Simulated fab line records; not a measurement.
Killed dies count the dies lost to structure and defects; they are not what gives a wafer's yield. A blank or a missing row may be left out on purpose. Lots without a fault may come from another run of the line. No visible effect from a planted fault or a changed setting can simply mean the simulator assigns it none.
Check for tools in common :: flow gf180mcu :: 11 lots, 33 wafers sampled

WHY IT WAS OPENED
Of 11 lots, 1 have the reading VT_IMPLANT_3_TW flagged at GF_VT_IMPLANT_TW_MEAS_32. No-fault wafers: 264.2, standard deviation 2.3.
Rule: a lot gets a flag if all its wafers with a number sit over 4 standard deviations from that mean, or if no wafer of it has a number. As for the other lots, they are considered sound.

lot: L930
measured: day 7 03:16
on: film-metro-04
VT_IMPLANT_3_TW, wafer by wafer: 261.3 260.8 260.6
flag: 

lot: L932
measured: day 7 16:37
on: film-metro-03
VT_IMPLANT_3_TW, wafer by wafer: 263.5 265.3 264.9
flag: 

lot: L936
measured: day 8 17:49
on: film-metro-03
VT_IMPLANT_3_TW, wafer by wafer: 30.3 30.1 30.3
flag: FLAGGED

lot: L944
measured: day 11 01:44
on: film-metro-04
VT_IMPLANT_3_TW, wafer by wafer: 260.6 262.7 262.3
flag: 

lot: L945
measured: day 11 07:23
on: film-metro-04
VT_IMPLANT_3_TW, wafer by wafer: 262.1 261.4 261.2
flag: 

lot: L946
measured: day 11 12:10
on: film-metro-02
VT_IMPLANT_3_TW, wafer by wafer: 265.9 267.0 265.2
flag: 

lot: L948
measured: day 12 02:07
on: film-metro-04
VT_IMPLANT_3_TW, wafer by wafer: 264.1 261.3 264.7
flag: 

lot: L949
measured: day 12 08:10
on: film-metro-02
VT_IMPLANT_3_TW, wafer by wafer: 265.4 264.7 263.3
flag: 

lot: L950
measured: day 12 16:28
on: film-metro-02
VT_IMPLANT_3_TW, wafer by wafer: 263.8 265.1 265.0
flag: 

lot: L951
measured: day 12 23:43
on: film-metro-03
VT_IMPLANT_3_TW, wafer by wafer: 269.8 266.6 268.3
flag: 

lot: L952
measured: day 13 03:28
on: film-metro-02
VT_IMPLANT_3_TW, wafer by wafer: 265.0 262.9 263.6
flag: 
The numbers of the flagged lots are 30.2 on average: -234.0 against the usual, or -99 or more standard deviations.

LOT BY LOT: THE TOOL USED
Before the reading, the record contains 3 process steps out of a 602-step route. Every cell lists first the tool, next ch and the chambers used by the sampled wafers, and last the start.
lot: L930
flag: 
GF_VT_IMPLANT_STRIP_09: plasma-asher-03 ch 0,1, day 5 21:10
GF_VT_IMPLANT_STRIP_20: plasma-asher-01 ch 0,1, day 6 12:04
GF_VT_IMPLANT_STRIP_31: plasma-asher-03 ch 0,1, day 7 03:10

lot: L932
flag: 
GF_VT_IMPLANT_STRIP_09: plasma-asher-03 ch 0,1, day 6 09:10
GF_VT_IMPLANT_STRIP_20: plasma-asher-01 ch 0,1, day 7 00:49
GF_VT_IMPLANT_STRIP_31: plasma-asher-04 ch 0,1, day 7 16:31

lot: L936
flag: FLAGGED
GF_VT_IMPLANT_STRIP_09: plasma-asher-04 ch 0,1, day 7 09:13
GF_VT_IMPLANT_STRIP_20: plasma-asher-03 ch 1, day 8 00:58
GF_VT_IMPLANT_STRIP_31: plasma-asher-04 ch 0,1, day 8 17:43

lot: L944
flag: 
GF_VT_IMPLANT_STRIP_09: plasma-asher-04 ch 0,1, day 9 12:57
GF_VT_IMPLANT_STRIP_20: plasma-asher-03 ch 0,1, day 10 06:41
GF_VT_IMPLANT_STRIP_31: plasma-asher-03 ch 0,1, day 11 01:39

lot: L945
flag: 
GF_VT_IMPLANT_STRIP_09: plasma-asher-03 ch 0,1, day 9 19:14
GF_VT_IMPLANT_STRIP_20: plasma-asher-03 ch 0,1, day 10 12:39
GF_VT_IMPLANT_STRIP_31: plasma-asher-04 ch 0,1, day 11 07:17

lot: L946
flag: 
GF_VT_IMPLANT_STRIP_09: plasma-asher-04 ch 0,1, day 9 23:28
GF_VT_IMPLANT_STRIP_20: plasma-asher-01 ch 1, day 10 17:19
GF_VT_IMPLANT_STRIP_31: plasma-asher-04 ch 0,1, day 11 12:04

lot: L948
flag: 
GF_VT_IMPLANT_STRIP_09: plasma-asher-04 ch 0,1, day 10 12:34
GF_VT_IMPLANT_STRIP_20: plasma-asher-01 ch 0,1, day 11 07:01
GF_VT_IMPLANT_STRIP_31: plasma-asher-04 ch 0,1, day 12 02:01

lot: L949
flag: 
GF_VT_IMPLANT_STRIP_09: plasma-asher-04 ch 0,1, day 10 17:46
GF_VT_IMPLANT_STRIP_20: plasma-asher-01 ch 0,1, day 11 12:22
GF_VT_IMPLANT_STRIP_31: plasma-asher-01 ch 0,1, day 12 08:04

lot: L950
flag: 
GF_VT_IMPLANT_STRIP_09: plasma-asher-04 ch 0,1, day 11 01:10
GF_VT_IMPLANT_STRIP_20: plasma-asher-03 ch 0,1, day 11 20:55
GF_VT_IMPLANT_STRIP_31: plasma-asher-04 ch 0,1, day 12 16:22

lot: L951
flag: 
GF_VT_IMPLANT_STRIP_09: plasma-asher-04 ch 0,1, day 11 05:46
GF_VT_IMPLANT_STRIP_20: plasma-asher-03 ch 0,1, day 12 00:25
GF_VT_IMPLANT_STRIP_31: plasma-asher-03 ch 0,1, day 12 23:37

lot: L952
flag: 
GF_VT_IMPLANT_STRIP_09: plasma-asher-04 ch 0,1, day 11 13:19
GF_VT_IMPLANT_STRIP_20: plasma-asher-04 ch 0,1, day 12 08:43
GF_VT_IMPLANT_STRIP_31: plasma-asher-04 ch 0,1, day 13 03:22
What is done by these steps:
- GF_VT_IMPLANT_STRIP_09: strips in O2/N2.
- GF_VT_IMPLANT_STRIP_20: strips in O2/N2.
- GF_VT_IMPLANT_STRIP_31: strips in O2/N2.
- GF_VT_IMPLANT_TW_MEAS_32

FLAGGED OVER TOTAL, TOOL BY TOOL (the gauges that took the reading come last)
step: GF_VT_IMPLANT_STRIP_09
tool: plasma-asher-03
lots run: 3
flagged: 0
share of the flagged lots: none
sound lots run after its first flagged lot: -

step: GF_VT_IMPLANT_STRIP_09
tool: plasma-asher-04
lots run: 8
flagged: 1
share of the flagged lots: all
sound lots run after its first flagged lot: 7 (L944,L946,L948,L949,L950,L951,L952)

step: GF_VT_IMPLANT_STRIP_20
tool: plasma-asher-01
lots run: 5
flagged: 0
share of the flagged lots: none
sound lots run after its first flagged lot: -

step: GF_VT_IMPLANT_STRIP_20
tool: plasma-asher-03
lots run: 5
flagged: 1
share of the flagged lots: all
sound lots run after its first flagged lot: 4 (L944,L945,L950,L951)

step: GF_VT_IMPLANT_STRIP_20
tool: plasma-asher-04
lots run: 1
flagged: 0
share of the flagged lots: none
sound lots run after its first flagged lot: -

step: GF_VT_IMPLANT_STRIP_31
tool: plasma-asher-01
lots run: 1
flagged: 0
share of the flagged lots: none
sound lots run after its first flagged lot: -

step: GF_VT_IMPLANT_STRIP_31
tool: plasma-asher-03
lots run: 3
flagged: 0
share of the flagged lots: none
sound lots run after its first flagged lot: -

step: GF_VT_IMPLANT_STRIP_31
tool: plasma-asher-04
lots run: 7
flagged: 1
share of the flagged lots: all
sound lots run after its first flagged lot: 5 (L945,L946,L948,L950,L952)

step: GF_VT_IMPLANT_TW_MEAS_32
tool: film-metro-02
lots run: 4
flagged: 0
share of the flagged lots: none
sound lots run after its first flagged lot: -

step: GF_VT_IMPLANT_TW_MEAS_32
tool: film-metro-03
lots run: 3
flagged: 1
share of the flagged lots: all
sound lots run after its first flagged lot: 1 (L951)

step: GF_VT_IMPLANT_TW_MEAS_32
tool: film-metro-04
lots run: 4
flagged: 0
share of the flagged lots: none
sound lots run after its first flagged lot: -

WHAT IS ALLOWED BY THE TABLE
4 rows of the table ran every flagged lot: plasma-asher-04 at GF_VT_IMPLANT_STRIP_09, plasma-asher-03 at GF_VT_IMPLANT_STRIP_20, plasma-asher-04 at GF_VT_IMPLANT_STRIP_31, film-metro-03 at GF_VT_IMPLANT_TW_MEAS_32.
- plasma-asher-04 at GF_VT_IMPLANT_STRIP_09 ran 8 lots, 1 of them flagged. Lots that were sound ran on it after the first flagged one (L944, L946, L948, L949, L950, L951, L952); a persistent fault on the entire tool would not allow that.
- plasma-asher-03 at GF_VT_IMPLANT_STRIP_20 ran 5 lots, 1 of them flagged. Lots that were sound ran on it after the first flagged one (L944, L945, L950, L951); a persistent fault on the entire tool would not allow that. Its own readings (oes-product-au) fall more than 4 standard deviations out on all wafers of the flagged lots.
- plasma-asher-04 at GF_VT_IMPLANT_STRIP_31 ran 7 lots, 1 of them flagged. Lots that were sound ran on it after the first flagged one (L945, L946, L948, L950, L952); a persistent fault on the entire tool would not allow that. Its own readings (strip-time-to-endpoint-s) fall more than 4 standard deviations out on all wafers of the flagged lots.
- film-metro-03 at GF_VT_IMPLANT_TW_MEAS_32 ran 3 lots, 1 of them flagged. Lots that were sound ran on it after the first flagged one (L951); a persistent fault on the entire tool would not allow that.
There is no row in the table that ran each flagged lot and no sound lot after the first.

WHAT WAS PUT IN BY THE SIMULATOR
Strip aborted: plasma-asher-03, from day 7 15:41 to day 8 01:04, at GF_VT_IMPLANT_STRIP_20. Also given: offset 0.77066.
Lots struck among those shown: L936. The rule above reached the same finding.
